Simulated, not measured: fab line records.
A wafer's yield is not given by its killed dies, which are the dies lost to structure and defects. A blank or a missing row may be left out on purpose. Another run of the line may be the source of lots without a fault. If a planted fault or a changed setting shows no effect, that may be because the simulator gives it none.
Struck lot and sound lot, side by side | flow sky130 | 15 out of 708 route steps
Sound: these wafers, L308.1, L308.3, L308.4. Wafers struck: L318.1, L318.2, L318.4. The cause is named last.
At each step with rows: each side's tool, then ch and its chambers, then its first start. Under that, the readings that differ: sound wafers | struck wafers | difference of the means | sigmas: that difference in standard deviations of wafers without a fault.
alike: words and numbers the same on both sides, and readings whose means are apart by under 2 such deviations; not compared: readings that were withheld, readings missing a value for some wafer, numbers with overlapping values and no deviation given by the record, and bounds like >300 which may hide the same value.
A row with sigmas, a row that says differs or no value, or rows on one side alone: a step with any of these is where the two part. When numbers do not overlap yet have no deviation, they are printed without sigmas and do not part them. A reading that every wafer of one side lacks parts them only if that side has two wafers or more.

first, 8 steps without rows for these wafers: SKY_LI_CONTACT_DEHYDRATE_04 (time 60 s); SKY_LI_CONTACT_HMDS_05 (prime time 60 s); SKY_LI_CONTACT_COAT_06 (resist thk 60 nm); SKY_LI_CONTACT_COAT_07 (resist thk 450 nm); SKY_LI_CONTACT_SOFTBAKE_08 (time 90 s); SKY_LI_CONTACT_EXPOSE_09 (exposes mask LICM1, target cd 170 nm); SKY_LI_CONTACT_PEB_10; SKY_LI_CONTACT_DEVELOP_11 (develop time 60 s).
SKY_LI_CONTACT_CD_MEAS_12 targets a cd of 170 nm.
  sound on cd-sem-02, day 31 11:58; struck on cd-sem-01, day 35 14:55
  alike: cd-nm
SKY_LI_CONTACT_OVL_MEAS_13:
  sound on overlay-02, day 31 12:05; struck on overlay-02, day 35 15:02
  alike: LI_CONTACT_OVL
SKY_LI_CONTACT_ETCH_14: etches BARC in N2/H2, stops on SiO2, time 45.9 s, target depth 60 nm.
  sound on rie-diel-02 ch 0,1,3, day 31 12:07; struck on rie-diel-02 ch 0,1,3, day 35 15:04
  alike: drypump-motor-current-A, oes-product-au, rf-fwd-power-W, throttle-valve-pct
  not compared: rf-hours-counter-h
SKY_LI_CONTACT_ETCH_15: etches PSG in C4F8/O2/Ar, stops on Si, target depth 600 nm.
  sound on rie-diel-02 ch 0,1,3, day 31 12:10; struck on rie-diel-02 ch 0,1,3, day 35 15:07
  alike: oes-product-au, rf-fwd-power-W
SKY_LI_CONTACT_STRIP_16: strips in O2/N2.
  sound on plasma-asher-01 ch 0,1, day 31 12:15; struck on plasma-asher-03 ch 0,1, day 35 15:12
  no value came back on the struck wafers for chamber-pressure-mTorr (mTorr), drypump-motor-current-A (A), oes-product-au (a.u.), strip-time-to-endpoint-s (s); on the sound wafers chamber-pressure-mTorr (mTorr) reads 1498.7 1501.2 1499.3
  reading                                           | sound | struck            | difference | sigmas
  model.KrF-thick_of_LI_CONTACT_COAT_07.thk-nm (nm) | 0 0 0 | 232.1 237.4 233.2 | +234.2     |
  not compared: rf-hours-counter-h
then, 1 step without rows for these wafers: SKY_LI_CONTACT_CLEAN_17 (cleans in NMP, time 600 s).
-- the record jumps here: 15 days lie between the struck wafers' starts before and after (it left off in module LI_CONTACT and takes up again in module PAD_OPEN, whose first step shown is number 708 of the route) --
SKY_PAD_OPEN_PROBE_99:
  sound on prober-01, day 47 11:53; struck on prober-01, day 50 06:42
  reading            | sound    | struck      | difference | sigmas
  killed-at-contacts | 24 19 17 | 439 435 441 | +418       | +80
  killed-dies        | 86 72 85 | 492 492 492 | +411       | +41
  killed-on-rim      | 17 20 18 | 96 96 96    | +78        | +20
  alike: killed_at_M0_to_M3, killed_at_M4_up, killed-at-front-end, killed-at-other, killed-open, killed-short

WHERE THEY PART
First at SKY_LI_CONTACT_STRIP_16; last, within this record, at SKY_PAD_OPEN_PROBE_99.

WHY: what the simulator had put in
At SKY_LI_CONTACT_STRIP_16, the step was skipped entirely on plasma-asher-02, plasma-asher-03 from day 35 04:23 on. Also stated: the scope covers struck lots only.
